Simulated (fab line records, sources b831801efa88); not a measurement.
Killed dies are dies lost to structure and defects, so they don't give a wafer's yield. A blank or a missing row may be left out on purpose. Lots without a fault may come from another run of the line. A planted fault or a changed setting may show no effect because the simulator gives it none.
fab line records | flow sfq_line
record lots=7 wafers=20 last_day=88
route steps=325 shown I1@83 M2@88 I2@103 M3@118 M8@325
lots that met no fault: from a run of the same line without faults
start_h: hours from the record's first day to the start of the lot's first wafer shown | wait_h: hours since the lot's step before | " the same as in the row above | L1.1+2: a row that stands for several wafers | - no value, or no start given | * or withheld: withheld | < > ~ a bound
route shown NAME@n: a module of which the file shows steps, and the number in the route of the first | usual: mean/standard deviation of fault-free wafers | same: alike in all rows | chamber/n: place in a boat | sites: the reading at each site | _std_site: their standard deviation | _edge_site: outer sites' mean less inner sites' | radius_mm: how far each site lies from the wafer's centre | mask NAME#n: copy n | behind: the tool/chamber that last shaped the wafer | hold: why the lot was held/for how many hours/how that ended | device: the transistor (n, p or np) that didn't switch | end of line: the same wafers' tests at the end of the route | a step without rows: its recipe alone | killed: dies lost to structure and defects at the first sort, not the wafer's yield | map: a wafer's dies, x killed, . not, _ none there
set.NAME: the setting as run; set.NAME@STEP: as run at that earlier step | model.NAME: the simulator's own value behind a step, which no gauge read
lots at some steps of the route; a table a step, a row a wafer
services: from which hour (start_h, from the record's first day; less than 0 if before it) a tool's chamber was out of use, for how many hours, and why
## steps
# step SFQ_I1_OVL_MEAS_913
# usual I1_OVL=-3/5.3
# columns lot.wafer tool chamber start_h wait_h I1_OVL[nm]
L943.1 overlay-02 - 424.34 0.1 -5
L943.2 " - " " -3
L943.3 " - " " -3
L946.1 overlay-02 - 450.29 0.1 -6
L946.4 " - " " -5
L946.5 " - " " 2
L947.3 overlay-01 - 452.70 0.1 -2
L947.4 " - " " 3
L948.1 overlay-02 - 468.29 0.1 -3
L948.4 " - " " -9
L948.5 " - " " -7
L955.1 overlay-02 - 550.80 0.1 1
L955.4 " - " " 2
L955.5 " - " " -5
L956.2 overlay-01 - 559.21 0.1 1
L956.3 " - " " -6
L956.6 " - " " -4
L958.1 overlay-02 - 580.39 0.1 1
L958.3 " - " " -9
L958.4 " - " " -10
# step SFQ_TRILAYER_I1_VIA_BARC_OPEN_VIA_ETCH_071
# recipe mask_material=PR chemistry=O2 target_depth_nm=125 target=BARC source_w=500 bias_w=80 pressure_mtorr=30 time_s=41.7
# usual bias_w=80.00/0.25 drypump_motor_current_A=5.8/0.39 oes_product_au=0.685/0.0046
# columns lot.wafer tool chamber start_h wait_h bias_w drypump_motor_current_A oes_product_au rf_hours_counter_h
L943.1 rie_diel-02 0 424.37 0.0 79.94 5.6 0.688 6
L943.2 " 3 " " 80.43 5.6 0.675 6
L943.3 " 2 " " 80.12 6.0 0.691 37
L946.1 rie_diel-02 3 450.32 0.0 79.92 5.6 0.692 6
L946.4 " 1 " " 80.43 5.6 0.686 16
L946.5 " 0 " " 79.88 5.6 0.684 -
L947.3 rie_diel-04 3 452.72 0.0 79.77 5.6 0.682 0
L947.4 " 2 " " 80.08 5.5 0.678 1
L948.1 rie_diel-02 2 468.32 0.0 80.10 6.1 0.684 38
L948.4 " 1 " " 80.02 5.6 0.682 16
L948.5 " 3 " " 79.79 5.6 0.684 -
L955.1 rie_diel-02 0 550.84 0.0 80.32 5.6 0.684 8
L955.4 " 3 " " 79.89 5.6 0.688 8
L955.5 " 1 " " 80.19 5.6 0.683 -
L956.2 rie_diel-04 0 559.24 0.0 80.27 5.9 0.681 5
L956.3 " 3 " " 79.95 5.6 0.691 2
L956.6 " 0 " " 80.07 5.9 0.680 -
L958.1 rie_diel-02 3 580.43 0.0 80.19 5.6 0.688 9
L958.3 " 2 " " 79.77 6.1 0.681 40
L958.4 " 1 " " 80.09 5.6 0.683 18
# step SFQ_TRILAYER_I1_VIA_ETCH_VIA_ETCH_052
# recipe target=SiO2 stop_on=Nb mask_material=PR taper_deg=20 chemistry=CHF3 target_depth_nm=260 source_w=500 bias_w=80 pressure_mtorr=30 time_s=withheld
# step SFQ_TRILAYER_I1_VIA_STRIP_STRIP_053
# recipe gas=O2 power_w=200 platen_temp_c=40 overash_fraction=0.65 chemistry=O2 pressure_mtorr=50
# step SFQ_TRILAYER_I1_VIA_STRIP_SOLV_CLEAN_054
# recipe chemistry=NMP temp_c=70 time_s=600
# step SFQ_TRILAYER_M2_DEP_PRE_CLEAN_056
# recipe gas=Ar time_s=22.5 bias_v=250
# step SFQ_TRILAYER_M2_DEP_SPUTTER_055
# recipe material=Nb base_pressure_pa=1.33e-06 chamber_pressure_pa=0.1333 substrate_temp_c=20 resputter_cathode_voltage_v=400 target_thk_nm=200 power_w=2000 time_s=133.3
# usual throttle_valve_pct=30.1/1.1
# columns lot.wafer tool chamber start_h wait_h throttle_valve_pct
L943.1 pvd_sputter-04 - 425.35 0.0 31.0
L943.2 " - " " 29.2
L943.3 " - " " 31.4
L946.1 pvd_sputter-05 - 451.28 0.0 28.0
L946.4 " - " " 31.1
L946.5 " - " " 31.0
L947.3 pvd_sputter-04 - 453.68 0.0 30.8
L947.4 " - " " 31.4
L948.1 pvd_sputter-05 - 469.28 0.0 30.9
L948.4 " - " " 31.1
L948.5 " - " " 31.1
L955.1 pvd_sputter-06 - 551.80 0.0 31.4
L955.4 " - " " 28.8
L955.5 " - " " 30.4
L956.2 pvd_sputter-06 - 560.20 0.0 28.8
L956.3 " - " " 30.4
L956.6 " - " " 30.4
L958.1 pvd_sputter-06 - 581.39 0.0 31.5
L958.3 " - " " 28.9
L958.4 " - " " 30.2
# step SFQ_M2_RS_MEAS_914
# recipe thk_meas_gauge=four-point-probe reads=Nb_of_TRILAYER_M2_DEP_SPUTTER_055
# usual M2_NB_RS=0.896/0.0097
# columns lot.wafer tool chamber start_h wait_h M2_NB_RS[ohm/sq]
L943.1 film_metro-03 - 425.44 0.0 0.902
L943.2 " - " " 0.908
L943.3 " - " " 0.888
L946.1 film_metro-02 - 451.37 0.0 0.903
L946.4 " - " " 0.888
L946.5 " - " " 0.895
L947.3 film_metro-03 - 453.81 0.1 0.883
L947.4 " - " " 0.884
L948.1 film_metro-02 - 469.37 0.0 0.891
L948.4 " - " " 0.885
L948.5 " - " " 0.897
L955.1 film_metro-02 - 551.89 0.0 0.901
L955.4 " - " " 0.904
L955.5 " - " " 0.892
L956.2 film_metro-02 - 560.31 0.1 0.908
L956.3 " - " " 0.900
L956.6 " - " " 0.902
L958.1 film_metro-01 - 581.48 0.0 0.899
L958.3 " - " " 0.898
L958.4 " - " " 0.901
# step SFQ_TRILAYER_M2_LITHO_COAT_062
# recipe resist=BARC spin_rpm=3000 resist_thk_nm=62
# step SFQ_TRILAYER_M2_LITHO_COAT_057
# recipe resist=KrF spin_rpm=3000 resist_thk_nm=600
# step SFQ_TRILAYER_M2_LITHO_SOFTBAKE_061
# recipe temp_c=withheld time_s=withheld resist=KrF
# step SFQ_TRILAYER_M2_LITHO_EXPOSE_058
# recipe mask_id=M2 na=0.6 source_shape=conventional sigma_outer=0.65 target_cd_nm=500 dose_mj=14.4
# usual reticle_temp_C=23.02/0.11
# same na=0.6
# columns lot.wafer tool chamber start_h wait_h mask reticle_temp_C
L943.1 krf_scanner-01 0 558.90 - M2#0 23.07
L943.2 " 0 " " M2#0 23.15
L943.3 " 0 " " M2#0 23.03
L946.1 krf_scanner-02 0 592.84 - M2#0 22.91
L946.4 " 0 " " M2#0 22.85
L946.5 " 0 " " M2#0 23.02
L947.3 krf_scanner-02 0 594.44 - M2#0 22.97
L947.4 " 0 " " M2#0 23.11
L948.1 krf_scanner-02 0 609.64 - M2#0 23.06
L948.4 " 0 " " M2#0 23.00
L948.5 " 0 " " M2#0 22.95
L955.1 krf_scanner-02 0 696.99 - M2#0 23.15
L955.4 " 0 " " M2#0 22.94
L955.5 " 0 " " M2#0 22.78
L956.2 krf_scanner-02 0 707.99 - M2#0 23.24
L956.3 " 0 " " M2#0 23.04
L956.6 " 0 " " M2#0 23.17
L958.1 krf_scanner-01 0 731.31 - M2#0 23.07
L958.3 " 0 " " M2#0 23.00
L958.4 " 0 " " M2#0 23.03
# step SFQ_TRILAYER_M2_LITHO_PEB_060
# recipe peb_temp_c=115 peb_time_s=60 resist=KrF
# step SFQ_TRILAYER_M2_LITHO_DEVELOP_059
# recipe time_s=60 resist=KrF
# step SFQ_M2_OVL_MEAS_916
# usual M2_OVL=-1/6.7
# columns lot.wafer tool chamber start_h wait_h M2_OVL[nm]
L943.1 overlay-01 - 560.64 0.1 10
L943.2 " - " " 6
L943.3 " - " " -1
L946.1 overlay-02 - 594.34 0.1 0
L946.4 " - " " 18
L946.5 " - " " 2
L947.3 overlay-01 - 595.56 0.1 -11
L947.4 " - " " -18
L948.1 overlay-02 - 611.14 0.1 -1
L948.4 " - " " -6
L948.5 " - " " -1
L955.1 overlay-02 - 698.49 0.1 -11
L955.4 " - " " -6
L955.5 " - " " -10
L956.2 overlay-01 - 709.29 0.1 -6
L956.3 " - " " 3
L956.6 " - " " -4
L958.1 overlay-01 - 732.81 0.1 -21
L958.3 " - " " -9
L958.4 " - " " -13
# step SFQ_TRILAYER_M2_BARC_OPEN_METAL_ETCH_077
# recipe mask_material=PR chemistry=O2 target_depth_nm=125 target=BARC icp_w=600 bias_w=80 pressure_mtorr=10 time_s=41.7
# usual bias_w=80.00/0.26 drypump_motor_current_A=5.92/0.26 oes_product_au=0.685/0.0042
# columns lot.wafer tool chamber start_h wait_h bias_w drypump_motor_current_A oes_product_au rf_hours_counter_h model.M2.cd_nm
L943.1 rie_metal-04 1 560.68 0.0 80.14 6.15 0.689 26 498.4
L943.2 " 0 " " 79.77 5.76 0.687 61 502.1
L943.3 " 1 " " 80.19 6.14 0.688 - 497.7
L946.1 rie_metal-02 1 594.38 0.0 80.12 6.31 0.694 62 497.6
L946.4 " 0 " " 79.62 5.46 0.690 - 473.6
L946.5 " 0 " " 79.73 5.49 0.680 - 473.5
L947.3 rie_metal-03 0 595.60 0.0 80.09 5.91 0.684 - 500.3
L947.4 " 1 " " 79.95 5.74 0.684 - 476.6
L948.1 rie_metal-04 1 611.18 0.0 80.08 6.19 0.682 32 503.2
L948.4 " 1 " " 80.14 6.16 0.682 - 479.2
L948.5 " 0 " " 80.17 5.75 0.690 - 478.1
L955.1 rie_metal-03 1 698.52 0.0 80.55 5.77 0.687 49 501
L955.4 " 0 " " 79.66 5.91 0.687 - 500.7
L955.5 " 1 " " 80.24 5.72 0.693 - 503
L956.2 rie_metal-02 0 709.32 0.0 79.59 5.46 0.683 17 498.4
L956.3 " 1 " " 79.58 6.32 0.684 - 500
L956.6 " 0 " " 79.80 5.46 0.679 - 500.2
L958.1 rie_metal-04 0 732.85 0.0 80.14 5.77 0.690 82 500.4
L958.3 " 1 " " 80.18 6.16 0.677 - 500
L958.4 " 0 " " 79.74 5.76 0.691 - 499.4
# step SFQ_TRILAYER_M2_ETCH_METAL_ETCH_060
# recipe target=Nb stop_on=SiO2 mask_material=PR chemistry=Cl2/Ar target_depth_nm=240 icp_w=600 bias_w=80 pressure_mtorr=10 time_s=120
# usual bias_w=80.02/0.26 drypump_motor_current_A=5.91/0.26 oes_product_au=0.891/0.0069
# columns lot.wafer tool chamber start_h wait_h bias_w drypump_motor_current_A oes_product_au rf_hours_counter_h model.M2.cd_nm
L943.1 rie_metal-04 1 560.74 0.0 79.86 6.17 0.887 27 496.9
L943.2 " 0 " " 80.15 5.79 0.885 61 500.2
L943.3 " 1 " " 80.10 6.20 0.893 - 496.1
L946.1 rie_metal-02 1 594.44 0.0 80.19 6.29 0.894 62 496.9
L946.4 " 0 " " 80.47 5.46 0.896 - 474.6
L946.5 " 0 " " 80.43 5.46 0.888 - 475.7
L947.3 rie_metal-03 0 595.68 0.1 80.70 5.91 0.894 - 501.5
L947.4 " 1 " " 80.09 5.73 0.901 - 475.5
L948.1 rie_metal-04 1 611.24 0.0 80.02 6.17 0.889 33 502.5
L948.4 " 1 " " 80.19 6.18 0.896 - 478.8
L948.5 " 0 " " 80.22 5.78 0.885 - 478.4
L955.1 rie_metal-03 1 698.58 0.0 79.97 5.75 0.887 49 500.3
L955.4 " 0 " " 79.60 5.86 0.887 - 501.2
L955.5 " 1 " " 80.14 5.76 0.889 - 500.9
L956.2 rie_metal-02 0 709.38 0.0 79.96 5.46 0.877 17 501.6
L956.3 " 1 " " 80.43 6.29 0.897 - 501.3
L956.6 " 0 " " 79.94 5.46 0.880 - 502.9
L958.1 rie_metal-04 0 732.91 0.0 80.53 5.76 0.888 82 498.8
L958.3 " 1 " " 79.79 6.17 0.889 - 499.7
L958.4 " 0 " " 80.21 5.77 0.885 - 498.5
# step SFQ_TRILAYER_M2_STRIP_STRIP_061
# recipe gas=O2 power_w=200 platen_temp_c=40 overash_fraction=0.65 chemistry=O2 pressure_mtorr=50
# step SFQ_TRILAYER_M2_STRIP_SOLV_CLEAN_062
# recipe chemistry=NMP temp_c=70 time_s=600
# step SFQ_TRILAYER_I2_DEP_PECVD_063
# recipe material=SiO2 temp_c=150 time_s=111.11 pressure_torr=2.4 rf_w=183.3 precursor=SiH4/N2O target_thk_nm=500
# usual chamber_pressure_Torr=2.399/0.0055 heater_power_w=86/17 showerhead_vpp_V=832/46 throttle_valve_pct=24.8/1.4
# columns lot.wafer tool chamber start_h wait_h chamber_pressure_Torr heater_power_w showerhead_vpp_V throttle_valve_pct
L943.1 pecvd-02 2 561.64 0.0 2.396 83 769 24.7
L943.2 " 0 " " 2.406 100 858 24.5
L943.3 " 1 " " 2.396 110 793 27.3
L946.1 pecvd-04 1 595.34 0.0 2.402 56 896 24.6
L946.4 " 1 " " 2.394 58 887 24.3
L946.5 " 1 " " 2.396 60 896 24.3
L947.3 pecvd-02 0 596.54 0.0 2.394 96 842 24.3
L947.4 " 2 " " 2.408 88 767 24.8
L948.1 pecvd-02 2 612.14 0.0 2.399 80 779 24.6
L948.4 " 1 " " 2.398 122 790 27.1
L948.5 " 0 " " 2.396 102 856 24.6
L955.1 pecvd-03 2 699.50 0.0 2.405 100 854 24.8
L955.4 " 0 " " 2.399 76 781 25.9
L955.5 " 2 " " 2.406 102 835 24.6
L956.2 pecvd-02 1 710.46 0.0 2.407 112 793 27.1
L956.3 " 2 " " 2.405 96 769 24.6
L956.6 " 1 " " 2.405 116 795 27.0
L958.1 pecvd-02 0 733.81 0.0 2.404 101 846 24.5
L958.3 " 1 " " 2.407 116 793 27.1
L958.4 " 1 " " 2.403 118 787 27.1
# step SFQ_TRILAYER_I2_CMP_CMP_064
# recipe material=SiO2 down_force_psi=3 platen_rpm=60 pad_velocity_m_s=0.94248
# step SFQ_I2_BOW_MEAS_917
# recipe mode=bow
# usual I2_BOW=2/7.7
# columns lot.wafer tool chamber start_h wait_h I2_BOW[um]
L943.1 film_metro-03 - 578.83 2.5 -10
L943.2 " - " " -9
L943.3 " - " " -3
L946.1 film_metro-02 - 599.57 2.2 10
L946.4 " - " " 1
L946.5 " - " " 13
L947.3 film_metro-03 - 599.87 2.5 5
L947.4 " - " " 5
L948.1 film_metro-04 - 615.22 2.0 -1
L948.4 " - " " 1
L948.5 " - " " 1
L955.1 film_metro-03 - 702.83 2.5 4
L955.4 " - " " -1
L955.5 " - " " -5
L956.2 film_metro-04 - 715.06 2.0 10
L956.3 " - " " 6
L956.6 " - " " 4
L958.1 film_metro-02 - 736.88 1.0 17
L958.3 " - " " 14
L958.4 " - " " 6
# step SFQ_TRILAYER_I2_METRO_MEASURE_065
# step SFQ_TRILAYER_I2_VIA_LITHO_COAT_072
# recipe resist=BARC spin_rpm=3000 resist_thk_nm=62
# step SFQ_TRILAYER_I2_VIA_LITHO_COAT_067
# recipe resist=KrF spin_rpm=3000 resist_thk_nm=650
# step SFQ_TRILAYER_I2_VIA_LITHO_SOFTBAKE_071
# recipe temp_c=withheld time_s=withheld resist=KrF
# step SFQ_TRILAYER_I2_VIA_LITHO_EXPOSE_068
# recipe mask_id=I2 na=0.6 source_shape=conventional sigma_outer=0.65 target_cd_nm=500 dose_mj=21.3
# step SFQ_TRILAYER_I2_VIA_LITHO_PEB_070
# recipe peb_temp_c=115 peb_time_s=60 resist=KrF
# step SFQ_TRILAYER_I2_VIA_LITHO_DEVELOP_069
# recipe time_s=60 resist=KrF
# step SFQ_I2_OVL_MEAS_918
# usual I2_OVL=-2/5.3
# columns lot.wafer tool chamber start_h wait_h I2_OVL[nm]
L943.1 overlay-01 - 731.61 0.1 -3
L943.2 " - " " -1
L943.3 " - " " 5
L946.1 overlay-02 - 761.61 0.1 -10
L946.4 " - " " -10
L946.5 " - " " -6
L947.3 overlay-02 - 762.82 0.1 -6
L947.4 " - " " 2
L948.1 overlay-01 - 778.07 0.1 0
L948.4 " - " " 1
L948.5 " - " " 2
L955.1 overlay-02 - 867.16 0.1 -5
L955.4 " - " " -8
L955.5 " - " " -6
L956.2 overlay-02 - 876.77 0.1 10
L956.3 " - " " -4
L956.6 " - " " 6
L958.1 overlay-01 - 899.40 0.1 -1
L958.3 " - " " -2
L958.4 " - " " 2
# step SFQ_TRILAYER_I2_VIA_BARC_OPEN_VIA_ETCH_096
# recipe mask_material=PR chemistry=O2 target_depth_nm=125 target=BARC source_w=500 bias_w=80 pressure_mtorr=30 time_s=41.7
# usual bias_w=80.02/0.23 drypump_motor_current_A=5.8/0.44 oes_product_au=0.686/0.0046
# columns lot.wafer tool chamber start_h wait_h bias_w drypump_motor_current_A oes_product_au rf_hours_counter_h
L943.1 rie_diel-01 1 731.65 0.0 80.14 5.4 0.695 5.1
L943.2 " 2 " " 79.82 5.9 0.683 2.0
L943.3 " 3 " " 80.12 6.7 0.684 3.3
L946.1 rie_diel-04 0 761.65 0.0 80.33 5.9 0.696 8.0
L946.4 " 3 " " 79.80 5.6 0.686 4.5
L946.5 " 2 " " 80.17 5.5 0.686 -
L947.3 rie_diel-03 1 762.85 0.0 79.64 6.5 0.686 6.8
L947.4 " 1 " " 80.00 6.5 0.690 -
L948.1 rie_diel-04 1 778.11 0.0 80.00 5.3 0.690 4.1
L948.4 " 0 " " 79.80 5.9 0.684 8.4
L948.5 " 0 " " 80.20 5.9 0.685 -
L955.1 rie_diel-01 0 867.20 0.0 80.80 5.6 0.678 7.0
L955.4 " 2 " " 79.66 5.9 0.684 -
L955.5 " 3 " " 80.01 6.6 0.682 -
L956.2 rie_diel-01 3 876.80 0.0 79.92 6.7 0.690 5.1
L956.3 " 2 " " 80.07 5.9 0.692 3.8
L956.6 " 1 " " 80.09 5.4 0.685 -
L958.1 rie_diel-03 2 899.44 0.0 80.05 5.9 0.687 12.9
L958.3 " 0 " " 80.30 5.3 0.686 8.9
L958.4 " 1 " " 80.47 6.5 0.687 8.0
# step SFQ_TRILAYER_I2_VIA_ETCH_VIA_ETCH_070
# recipe target=SiO2 stop_on=Nb mask_material=PR taper_deg=20 chemistry=CHF3 target_depth_nm=260 source_w=500 bias_w=80 pressure_mtorr=30 time_s=withheld
# usual bias_w=80.00/0.24 drypump_motor_current_A=5.8/0.44 oes_product_au=0.855/0.0056
# columns lot.wafer tool chamber start_h wait_h bias_w drypump_motor_current_A oes_product_au
L943.1 rie_diel-01 1 731.69 0.0 79.85 5.3 0.855
L943.2 " 2 " " 79.78 5.9 0.851
L943.3 " 3 " " 79.95 6.7 0.859
L946.1 rie_diel-04 0 761.69 0.0 79.88 5.9 0.858
L946.4 " 3 " " 79.79 5.6 0.852
L946.5 " 2 " " 80.25 5.5 0.855
L947.3 rie_diel-03 1 762.89 0.0 80.44 6.5 0.854
L947.4 " 1 " " 80.24 6.5 0.866
L948.1 rie_diel-04 1 778.15 0.0 80.08 5.3 0.855
L948.4 " 0 " " 79.95 5.9 0.858
L948.5 " 0 " " 79.81 5.9 0.859
L955.1 rie_diel-01 0 867.24 0.0 79.50 5.6 0.858
L955.4 " 2 " " 79.76 5.9 0.856
L955.5 " 3 " " 79.44 6.7 0.854
L956.2 rie_diel-01 3 876.84 0.0 79.73 6.7 0.847
L956.3 " 2 " " 80.02 5.9 0.851
L956.6 " 1 " " 80.08 5.4 0.854
L958.1 rie_diel-03 2 899.48 0.0 80.37 5.9 0.847
L958.3 " 0 " " 80.08 5.3 0.848
L958.4 " 1 " " 79.88 6.5 0.855
# step SFQ_TRILAYER_I2_VIA_STRIP_STRIP_071
# recipe gas=O2 power_w=200 platen_temp_c=40 overash_fraction=0.65 chemistry=O2 pressure_mtorr=50
# step SFQ_TRILAYER_I2_VIA_STRIP_SOLV_CLEAN_072
# recipe chemistry=NMP temp_c=70 time_s=600
# step SFQ_TRILAYER_M3_DEP_PRE_CLEAN_074
# recipe gas=Ar time_s=22.5 bias_v=250
# step SFQ_TRILAYER_M3_DEP_SPUTTER_073
# recipe material=Nb base_pressure_pa=1.33e-06 chamber_pressure_pa=0.1333 substrate_temp_c=20 resputter_cathode_voltage_v=400 target_thk_nm=200 power_w=2000 time_s=133.3
# step SFQ_M3_RS_MEAS_919
# recipe thk_meas_gauge=four-point-probe reads=Nb_of_TRILAYER_M3_DEP_SPUTTER_073
# usual M3_NB_RS=0.891/0.009
# columns lot.wafer tool chamber start_h wait_h M3_NB_RS[ohm/sq]
L943.1 film_metro-04 - 732.69 0.0 0.883
L943.2 " - " " 0.879
L943.3 " - " " 0.891
L946.1 film_metro-03 - 762.69 0.0 0.899
L946.4 " - " " 0.899
L946.5 " - " " 0.894
L947.3 film_metro-04 - 763.93 0.1 0.898
L947.4 " - " " 0.891
L948.1 film_metro-03 - 779.17 0.0 0.884
L948.4 " - " " 0.891
L948.5 " - " " 0.890
L955.1 film_metro-01 - 868.24 0.0 0.881
L955.4 " - " " 0.894
L955.5 " - " " 0.892
L956.2 film_metro-04 - 877.86 0.1 0.907
L956.3 " - " " 0.895
L956.6 " - " " 0.897
L958.1 film_metro-03 - 900.49 0.0 0.903
L958.3 " - " " 0.891
L958.4 " - " " 0.903
# step SFQ_TRILAYER_M3_LITHO_COAT_080
# recipe resist=BARC spin_rpm=3000 resist_thk_nm=62
# step SFQ_TRILAYER_M3_LITHO_COAT_075
# recipe resist=KrF spin_rpm=3000 resist_thk_nm=600
# step SFQ_TRILAYER_M3_LITHO_SOFTBAKE_079
# recipe temp_c=withheld time_s=withheld resist=KrF
# step SFQ_M8_BOW_MEAS_951
# recipe mode=bow
# usual M8_BOW=7/11
# columns lot.wafer tool chamber start_h wait_h M8_BOW[um] model.etest.m2.ohm_um
L943.1 film_metro-02 - 1938.54 0.0 -13 1.812
L943.2 " - " " -12 1.816
L943.3 " - " " -4 1.79
L946.1 film_metro-03 - 1951.12 0.0 0 1.814
L946.4 " - " " -8 1.868
L946.5 " - " " 3 1.881
L947.3 film_metro-02 - 1959.80 0.0 12 -
L947.4 " - " " 12 -
L948.1 film_metro-02 - 2022.77 0.0 -4 1.776
L948.4 " - " " -1 1.849
L948.5 " - " " -1 1.872
L955.1 film_metro-04 - 2078.79 0.0 27 1.8
L955.4 " - " " 21 1.804
L955.5 " - " " 17 1.781
L956.2 film_metro-04 - 2094.32 0.0 20 1.812
L956.3 " - " " 17 1.798
L956.6 " - " " 15 1.796
L958.1 film_metro-02 - 2107.95 0.0 24 1.805
L958.3 " - " " 21 1.795
L958.4 " - " " 13 1.805
## services
# columns tool chamber start_h hours kind
rie_diel-02 - 412.21 0.5 repair
rie_diel-04 1 426.53 11.0 repair
rie_diel-02 3 426.78 6.4 repair
rie_metal-04 - 445.59 0.4 repair
rie_diel-02 2 460.64 3.6 repair
rie_diel-02 3 474.39 11.7 repair
rie_diel-01 1 504.59 2.0 repair
rie_diel-04 3 509.35 3.2 repair
rie_diel-01 - 520.56 0.5 repair
rie_diel-02 - 541.84 0.2 repair
rie_diel-02 - 544.69 0.4 repair
rie_diel-04 2 551.47 4.4 repair
rie_diel-02 0 577.27 2.2 repair
rie_diel-01 0 611.40 7.8 repair
rie_diel-01 3 658.28 3.1 repair
rie_diel-04 3 717.37 4.8 repair
rie_diel-04 - 724.92 14.6 pm
rie_diel-01 0 755.50 9.8 repair
rie_diel-04 - 761.23 0.4 repair
rie_diel-04 0 787.78 17.8 repair
rie_diel-04 3 800.49 6.7 repair
rie_diel-01 - 845.60 2.8 pm
rie_diel-01 1 863.12 9.8 repair
rie_diel-04 0 881.78 2.7 repair
## key
first_sign none at tools or gauges
model_effect step=SFQ_TRILAYER_M2_BARC_OPEN_METAL_ETCH_077 value=M2.cd_nm without=501 struck=476.2
model_effect step=SFQ_TRILAYER_M2_ETCH_METAL_ETCH_060 value=M2.cd_nm without=501.4 struck=476.6
model_effect step=SFQ_M8_BOW_MEAS_951 value=etest.m2.ohm_um without=1.775 struck=1.868
met_at SFQ_TRILAYER_M2_LITHO_EXPOSE_058
struck_wafers L946.4,L946.5,L947.4,L948.4,L948.5
fault kind=process_parameter_drift tool=krf_scanner-02 chamber=- onset_h=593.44 steps=SFQ_TRILAYER_M2_LITHO_EXPOSE_058 channel=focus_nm offset=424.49 shape=step end_h=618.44 scope=struck_wafers_only
